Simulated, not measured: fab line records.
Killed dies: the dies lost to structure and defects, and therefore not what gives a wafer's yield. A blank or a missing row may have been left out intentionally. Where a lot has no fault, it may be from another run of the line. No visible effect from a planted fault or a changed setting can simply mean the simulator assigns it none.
A lot that was struck, set against a sound lot    flow sfq_line    42 out of 325 route steps
Sound: these wafers, L571.1, L571.3, L571.4. Struck: wafer L582.4. (L582.2, L582.6 of the same lot were not struck and are left out.) The cause comes at the end.
At each step with rows: each side's tool, then ch and its chambers, then its first start. Under that, the readings that differ: sound wafers    struck wafers    difference of the means    sigmas: that difference in standard deviations of wafers without a fault.
alike: same words and numbers on both sides, and readings whose means sit less than 2 such deviations apart. not compared: any withheld reading, any reading some wafer has no value for, any bound like >300 that may hide the same value, and any number with overlapping values for which the record gives no deviation.
The two part at a step that has a row with sigmas, a row that says differs or no value, or rows on one side only. Numbers that have no deviation but don't overlap get no sigmas and don't part them. A reading missing from all wafers of one side parts the sides only when that side holds two or more wafers.

first, 6 steps without rows for these wafers: SFQ_TRILAYER_I2_VIA_LITHO_COAT_072 (resist thk 62 nm); SFQ_TRILAYER_I2_VIA_LITHO_COAT_067 (resist thk 650 nm); SFQ_TRILAYER_I2_VIA_LITHO_SOFTBAKE_071; SFQ_TRILAYER_I2_VIA_LITHO_EXPOSE_068 (exposes mask I2, target cd 500 nm); SFQ_TRILAYER_I2_VIA_LITHO_PEB_070 (peb time 60 s); SFQ_TRILAYER_I2_VIA_LITHO_DEVELOP_069 (time 60 s).
SFQ_I2_OVL_MEAS_918:
  sound on overlay-02, day 26 02:59; struck on overlay-02, day 32 15:44
  alike: I2_OVL
then, 1 step without rows for these wafers: SFQ_TRILAYER_I2_VIA_BARC_OPEN_VIA_ETCH_096 (etches BARC in O2, target depth 125 nm, time 41.7 s).
SFQ_TRILAYER_I2_VIA_ETCH_VIA_ETCH_070: etches SiO2 in CHF3, stops on Nb, target depth 260 nm.
  sound on rie_diel-03 ch 1,3, day 26 03:04; struck on rie_diel-02 ch 1, day 32 15:49
reading             sound              struck  difference  sigmas
rf_fwd_power_W (W)  498.7 498.9 500.4  495.0   -4.3        -3
  alike: drypump_motor_current_A, oes_product_au
then, 3 steps without rows for these wafers: SFQ_TRILAYER_I2_VIA_STRIP_STRIP_071 (strips in O2); SFQ_TRILAYER_I2_VIA_STRIP_SOLV_CLEAN_072 (cleans in NMP, time 600 s); SFQ_TRILAYER_M3_DEP_PRE_CLEAN_074 (time 22.5 s).
SFQ_TRILAYER_M3_DEP_SPUTTER_073: material Nb, target thk 200 nm, time 133.3 s.
  sound on pvd_sputter-04, day 26 04:36; struck on pvd_sputter-06, day 32 16:44
reading                                              sound              struck  difference  sigmas
model.Nb_of_TRILAYER_M3_DEP_SPUTTER_073.thk_nm (nm)  198.1 196.6 198.8  343.1   +145.3      
  alike: cathode_dc_power_W, throttle_valve_pct
SFQ_M3_RS_MEAS_919: a four-point-probe measurement.
  sound on film_metro-02, day 26 04:41; struck on film_metro-03, day 32 16:50
reading            sound              struck  difference  sigmas
M3_NB_RS (ohm/sq)  0.901 0.909 0.897  0.516   -0.386      -35
then, 6 steps without rows for these wafers: SFQ_TRILAYER_M3_LITHO_COAT_080 (resist thk 62 nm); SFQ_TRILAYER_M3_LITHO_COAT_075 (resist thk 600 nm); SFQ_TRILAYER_M3_LITHO_SOFTBAKE_079; SFQ_TRILAYER_M3_LITHO_EXPOSE_076 (exposes mask M3, target cd 500 nm); SFQ_TRILAYER_M3_LITHO_PEB_078 (peb time 60 s); SFQ_TRILAYER_M3_LITHO_DEVELOP_077 (time 60 s).
-- the record jumps here: 6 days lie between the struck wafers' starts before and after --
SFQ_M3_OVL_MEAS_921:
  sound on overlay-02, day 26 12:43; struck on overlay-02, day 38 21:15
  alike: M3_OVL
then, 1 step without rows for these wafers: SFQ_TRILAYER_M3_BARC_OPEN_METAL_ETCH_100 (etches BARC in O2, target depth 125 nm, time 41.7 s).
SFQ_TRILAYER_M3_ETCH_METAL_ETCH_078: etches Nb in Cl2/Ar, stops on SiO2, target depth 240 nm, time 120 s.
  sound on rie_metal-02 ch 0,1, day 26 12:49; struck on rie_metal-04 ch 1, day 38 21:20
reading                sound              struck  difference  sigmas
oes_product_au (a.u.)  0.879 0.883 0.889  0.993   +0.109      +15
  alike: drypump_motor_current_A, rf_fwd_power_W
  not compared: rf_hours_counter_h
SFQ_TRILAYER_M3_STRIP_STRIP_079: strips in O2.
  sound on rie_metal-02 ch 0,1, day 26 12:56; struck on rie_metal-04 ch 1, day 38 21:28
  alike: drypump_motor_current_A, oes_product_au
  not compared: rf_hours_counter_h
then, 1 step without rows for these wafers: SFQ_TRILAYER_M3_STRIP_SOLV_CLEAN_080 (cleans in NMP, time 600 s).
SFQ_TRILAYER_I3_DEP_PECVD_081: deposits SiO2 from SiH4/N2O, time 111.11 s, target thk 500 nm.
  sound on pecvd-03 ch 0,2, day 26 13:53; struck on pecvd-02 ch 1, day 38 22:14
  alike: heater_power_w, rf_fwd_power_W, susceptor_temp_C, throttle_valve_pct
then, 1 step without rows for these wafers: SFQ_TRILAYER_I3_CMP_CMP_082 (polishes SiO2).
SFQ_I3_BOW_MEAS_922:
  sound on film_metro-01, day 28 10:08; struck on film_metro-01, day 39 01:20
  alike: I3_BOW
then, 7 steps without rows for these wafers: SFQ_TRILAYER_I3_METRO_MEASURE_083; SFQ_TRILAYER_I3_VIA_LITHO_COAT_090 (resist thk 62 nm); SFQ_TRILAYER_I3_VIA_LITHO_COAT_085 (resist thk 650 nm); SFQ_TRILAYER_I3_VIA_LITHO_SOFTBAKE_089; SFQ_TRILAYER_I3_VIA_LITHO_EXPOSE_086 (exposes mask I3, target cd 500 nm); SFQ_TRILAYER_I3_VIA_LITHO_PEB_088 (peb time 60 s); SFQ_TRILAYER_I3_VIA_LITHO_DEVELOP_087 (time 60 s).
SFQ_I3_OVL_MEAS_923:
  sound on overlay-01, day 34 10:56; struck on overlay-02, day 39 04:54
  alike: I3_OVL
then, 1 step without rows for these wafers: SFQ_TRILAYER_I3_VIA_BARC_OPEN_VIA_ETCH_121 (etches BARC in O2, target depth 125 nm, time 41.7 s).
SFQ_TRILAYER_I3_VIA_ETCH_VIA_ETCH_088: etches SiO2 in CHF3, stops on Nb, target depth 260 nm.
  sound on rie_diel-03 ch 1,2,3, day 34 11:01; struck on rie_diel-03 ch 2, day 39 04:58
  alike: drypump_motor_current_A, oes_product_au, rf_fwd_power_W
SFQ_TRILAYER_I3_VIA_STRIP_STRIP_089: strips in O2.
  sound on rie_metal-02 ch 0,1, day 34 11:08; struck on rie_metal-01 ch 1, day 39 05:05
reading                sound              struck  difference  sigmas
oes_product_au (a.u.)  0.999 0.991 0.991  1.009   +0.015      +2
  alike: drypump_motor_current_A
  not compared: rf_hours_counter_h
then, 2 steps without rows for these wafers: SFQ_TRILAYER_I3_VIA_STRIP_SOLV_CLEAN_090 (cleans in NMP, time 600 s); SFQ_TRILAYER_M4_DEP_PRE_CLEAN_092 (time 22.5 s).
-- the record jumps here: 47 days lie between the struck wafers' starts before and after --
SFQ_M8_BOW_MEAS_951:
  sound on film_metro-04, day 83 19:52; struck on film_metro-02, day 86 10:20
reading                        sound                 struck  difference  sigmas
model.etest.m3.comb_log10_ohm  12 12 12              0       -12         
model.etest.m3.ohm_sq          0.8977 0.9046 0.8943  0.5183  -0.3806     
  alike: M8_BOW

WHERE THEY PART
At SFQ_TRILAYER_I2_VIA_ETCH_VIA_ETCH_070 first; at SFQ_TRILAYER_I3_VIA_STRIP_STRIP_089 last (within this record only). Later steps at which nothing parts them and some readings are alike: SFQ_M8_BOW_MEAS_951.

WHY: the cause the simulator had injected
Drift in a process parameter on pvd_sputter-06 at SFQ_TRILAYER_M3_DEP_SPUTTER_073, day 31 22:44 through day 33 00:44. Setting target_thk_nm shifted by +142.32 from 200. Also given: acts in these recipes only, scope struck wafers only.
